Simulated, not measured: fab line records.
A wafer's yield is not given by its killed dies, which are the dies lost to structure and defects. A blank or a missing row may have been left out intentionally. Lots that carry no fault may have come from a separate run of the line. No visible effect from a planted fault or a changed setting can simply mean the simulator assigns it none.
Chamber matching | flow gf180mcu | rieSi-02 running GF_STI_ETCH_14: 4 sister chambers
The step etches Si in HBr/Cl2/O2, target depth 360 nm, time 102.9 s. 16 wafers are shown with their chamber, then 7 later ones without.

## WAFERS, EACH WITH ITS CHAMBER
wafer  | chamber | drypumpMotorCurrentA (A) | runLengthS (s) | throttleValvePct (%)
L325.3 | 0       | 6.1                      | 131.4          | 25.666
L325.4 | 3       | 5.1                      | 130.7          | 25.680
L325.6 | 1       | 5.3                      | 130.7          | 25.651
L327.1 | 2       | 4.8                      | 131.5          | 25.655
L327.2 | 3       | 5.1                      | 130.4          | 25.664
L327.6 | 2       | 4.8                      | 131.2          | 25.655
L328.2 | 2       | 4.8                      | 131.2          | 25.647
L328.3 | 1       | 5.4                      | 130.8          | 25.656
L328.6 | 0       | 6.1                      | 131.3          | 25.667
L329.3 | 0       | 6.2                      | 131.2          | 25.660
L329.5 | 2       | 4.8                      | 131.8          | 25.673
L329.6 | 1       | 5.3                      | 130.7          | 25.653
L330.2 | 2       | 4.8                      | 131.5          | 25.673
L330.4 | 1       | 5.3                      | 130.7          | 25.665
L330.6 | 0       | 6.2                      | 131.5          | 25.676
L331.1 | 0       | 6.1                      | 131.2          | 25.647

SIGNATURES (means of the wafers above)
reading              | chamber 0 | chamber 1 | chamber 2 | chamber 3 | scatter within a chamber
drypumpMotorCurrentA | 6.140     | 5.325     | 4.800     | 5.100     | 0.0403
runLengthS           | 131.320   | 130.725   | 131.440   | 130.550   | 0.176
throttleValvePct     | 25.66320  | 25.65625  | 25.66060  | 25.67200  | 0.0102
Rule: distance of a wafer from a chamber = root of the sum over the readings of ((wafer's reading minus chamber's mean) / reading's scatter) squared. If the next closest chamber is less than 2 further off than the closest, the wafer can't be placed; otherwise it belongs to the closest. How the scatter is found: for the shown wafers, subtract from each reading the mean of its chamber, square and add these, divide the total by (wafers less chambers), then take the root.

## WAFERS MISSING THEIR CHAMBER
wafer  | drypumpMotorCurrentA (A) | runLengthS (s) | throttleValvePct (%)
L331.4 | 5.1                      | 130.5          | 25.676
L331.6 | 4.8                      | 131.2          | 25.654
L339.4 | 6.1                      | 131.1          | 25.659
L341.2 | 4.8                      | 131.3          | 25.644
L341.4 | 5.4                      | 131.2          | 25.659
L342.2 | 6.1                      | 131.8          | 25.677
L342.6 | 4.8                      | 131.6          | 25.657

## EACH ONE'S CHAMBER
wafer  | from the rows above | in truth
L331.4 | 3                   | 3
L331.6 | 2                   | 2
L339.4 | 0                   | 0
L341.2 | 2                   | 2
L341.4 | 1                   | 1
L342.2 | 0                   | 0
L342.6 | 2                   | 2
Correctly placed: 7 of 7. From these rows, 0 cannot be placed. Placed wrongly: 0.
